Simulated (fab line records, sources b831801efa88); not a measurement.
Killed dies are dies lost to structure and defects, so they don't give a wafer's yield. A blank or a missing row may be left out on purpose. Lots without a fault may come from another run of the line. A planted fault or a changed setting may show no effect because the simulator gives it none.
A struck lot beside a sound one | flow sky130 | 16 steps out of a route of 708
Sound: wafers L725.1, L725.4, L725.6. Struck: wafer L730.1. (L730.6 of the same lot was not struck and is left out.) The cause comes at the end.
At each step with rows: each side's tool, then ch and its chambers, then its first start. Under that, the readings that differ: sound wafers | struck wafers | difference of the means | sigmas: that difference in standard deviations of wafers without a fault.
alike: readings whose means differ by less than 2 such deviations, and words and numbers that are the same on both sides. not compared: withheld readings, readings that some wafer has no value for, bounds like >300 that may hide the same value, and numbers for which the record gives no deviation and whose values overlap.
The two part at a step that has a row with sigmas, a row that says differs or no value, or rows on one side only. Numbers that don't overlap but have no deviation are shown without sigmas and don't part them. A reading that every wafer of one side lacks parts them only if that side has two wafers or more.

first, 1 step without rows for these wafers: SKY_VT_ADJUST_NCORE_DEVELOP_06 (develop time 60 s).
SKY_VT_ADJUST_NCORE_CD_MEAS_07: target cd 380 nm.
  sound on cd_sem-01, day 10 17:40; struck on cd_sem-01, day 11 10:07
  alike: cd_nm
SKY_VT_ADJUST_NCORE_OVL_MEAS_08:
  sound on overlay-01, day 10 17:47; struck on overlay-02, day 11 10:14
  alike: VT_ADJUST_NCORE_OVL
then, 1 step without rows for these wafers: SKY_VT_ADJUST_NCORE_IMPLANT_09.
SKY_VT_ADJUST_NCORE_STRIP_10: strips in O2/N2.
  sound on plasma_asher-01 ch 0,1, day 10 17:58; struck on plasma_asher-02 ch 0, day 11 10:26
  reading               | sound             | struck | difference | sigmas
  oes_product_au (a.u.) | 0.706 0.723 0.710 | 0.723  | +0.010     | +2
  alike: drypump_motor_current_A, strip_time_to_endpoint_s
  not compared: rf_hours_counter_h
SKY_VT_ADJUST_NCORE_TW_MEAS_11:
  sound on film_metro-02, day 10 18:04; struck on film_metro-02, day 11 10:32
  alike: VT_ADJUST_NCORE_TW
then, 6 steps without rows for these wafers: SKY_VT_ADJUST_HVTR_DEHYDRATE_00 (time 60 s); SKY_VT_ADJUST_HVTR_HMDS_01 (prime time 60 s); SKY_VT_ADJUST_HVTR_COAT_02 (resist thk 1140 nm); SKY_VT_ADJUST_HVTR_SOFTBAKE_03 (time 60 s); SKY_VT_ADJUST_HVTR_EXPOSE_04 (exposes mask HVTRM, target cd 380 nm); SKY_VT_ADJUST_HVTR_PEB_05.
SKY_VT_ADJUST_HVTR_DEVELOP_06: develop time 60 s.
  sound on litho_track-01 ch 0, day 11 16:37; struck on litho_track-02 ch 0, day 12 10:37
SKY_VT_ADJUST_HVTR_CD_MEAS_07: target cd 380 nm.
  sound on cd_sem-01, day 11 16:46; struck on cd_sem-02, day 12 11:14
  reading    | sound             | struck | difference | sigmas
  cd_nm (nm) | 385.9 384.2 384.4 | 400.0  | +15.2      | +6
  not compared: hold
SKY_VT_ADJUST_HVTR_OVL_MEAS_08:
  sound on overlay-02, day 11 16:53; struck on overlay-01, day 12 18:29
  reading | sound | struck                   | difference                   | sigmas
  hold    | - - - | await_dispo/7.1h/release | no value on the sound wafers |
  alike: VT_ADJUST_HVTR_OVL
-- the record jumps here: 36 days lie between the struck wafers' starts before and after (it left off in module VT_ADJUST_HVTR and takes up again in module PAD_OPEN, whose first step shown is number 708 of the route) --
SKY_PAD_OPEN_PROBE_99:
  sound on prober-01, day 47 20:44; struck on prober-01, day 48 13:17
  reading             | sound   | struck                   | difference                   | sigmas
  hold                | - - -   | await_dispo/3.3h/release | no value on the sound wafers |
  killed_at_front_end | 10 9 12 | 21                       | +11                          | +2
  alike: killed_at_M0_to_M3, killed_at_M4_up, killed_at_contacts, killed_at_other, killed_dies, killed_open, killed_short

WHERE THEY PART
First at SKY_VT_ADJUST_NCORE_STRIP_10; last, within this record, at SKY_PAD_OPEN_PROBE_99.

WHY: what the simulator had put in
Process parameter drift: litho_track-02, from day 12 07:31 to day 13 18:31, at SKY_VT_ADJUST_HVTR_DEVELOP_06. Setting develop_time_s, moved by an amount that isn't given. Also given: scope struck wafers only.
